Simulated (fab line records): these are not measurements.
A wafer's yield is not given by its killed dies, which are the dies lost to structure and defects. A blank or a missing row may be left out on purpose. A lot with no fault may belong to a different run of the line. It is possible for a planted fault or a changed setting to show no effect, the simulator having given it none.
A single fault, viewed from 2 desks | flow gf180mcu | what lay behind the numbers comes last; until then each desk has only its own

== AT THE TOOL OWNER'S DESK: cvd_w-01 ==
The tool's own readings at GF_V2_CVD_23 (deposits W, target thk 350 nm, time 104.94 s): means of the sampled wafers that have a number, for each lot that ran on this tool. A lot is out of limits, marked OUT, if its mean lies more than 4 standard deviations from the usual mean; the brackets give that distance.
Columns: A = heater_power_w at GF_V2_CVD_23, usual 899 W
lot  | first seen here | A
L495 | day 20 16:41    | 865
L496 | day 20 20:47    | 862
L497 | day 21 10:19    | 871
L499 | day 22 05:38    | 844
L502 | day 23 07:04    | 865
L505 | day 24 05:08    | 856
L508 | day 25 05:56    | 837
L515 | day 27 12:08    | 841
L517 | day 28 06:30    | 891
Result from this desk: across the 9 lots, nothing is out of limits.

== FROM THE METROLOGY DESK ==
Lot by lot, what the gauges showed, no matter which tool ran the lot: averages of those sampled wafers that carry a number. A lot is out of limits, marked OUT, if its mean lies more than 4 standard deviations from the usual mean; the brackets give that distance.
Columns: A = V2_CVD_00_THK at GF_V2_THK_MEAS_01, usual 601 nm; B = V2_W_RS at GF_V2_RS_MEAS_24, usual 0.326 ohm/sq; C = V2_W_THK at GF_V2_THK_MEAS_25, usual 348 nm
lot  | first seen here | A   | B     | C
L495 | day 19 15:22    | 603 | 0.330 | 341
L496 | day 19 18:53    | 601 | 0.330 | 348
L497 | day 20 08:37    | 608 | 0.334 | 339
L499 | day 21 04:34    | 598 | 0.326 | 348
L500 | day 21 07:15    | 605 | 0.323 | 354
L501 | day 21 11:32    | 603 | 0.321 | 355
L502 | day 22 07:08    | 604 | 0.333 | 344
L505 | day 23 05:11    | 600 | 0.332 | 341
L508 | day 24 04:46    | 595 | 0.330 | 342
L509 | day 24 12:13    | 607 | 0.321 | 356
L515 | day 26 13:22    | 596 | 0.341 | 337
L517 | day 27 09:25    | 606 | 0.335 | 340
Result from this desk: across the 12 lots, nothing is out of limits.

== BROUGHT TOGETHER ==
Nothing out of limits was seen by the tool owner's desk.
From the metrology desk's view, nothing was out of limits.

== WHAT HAD BEEN PUT IN BY THE SIMULATOR ==
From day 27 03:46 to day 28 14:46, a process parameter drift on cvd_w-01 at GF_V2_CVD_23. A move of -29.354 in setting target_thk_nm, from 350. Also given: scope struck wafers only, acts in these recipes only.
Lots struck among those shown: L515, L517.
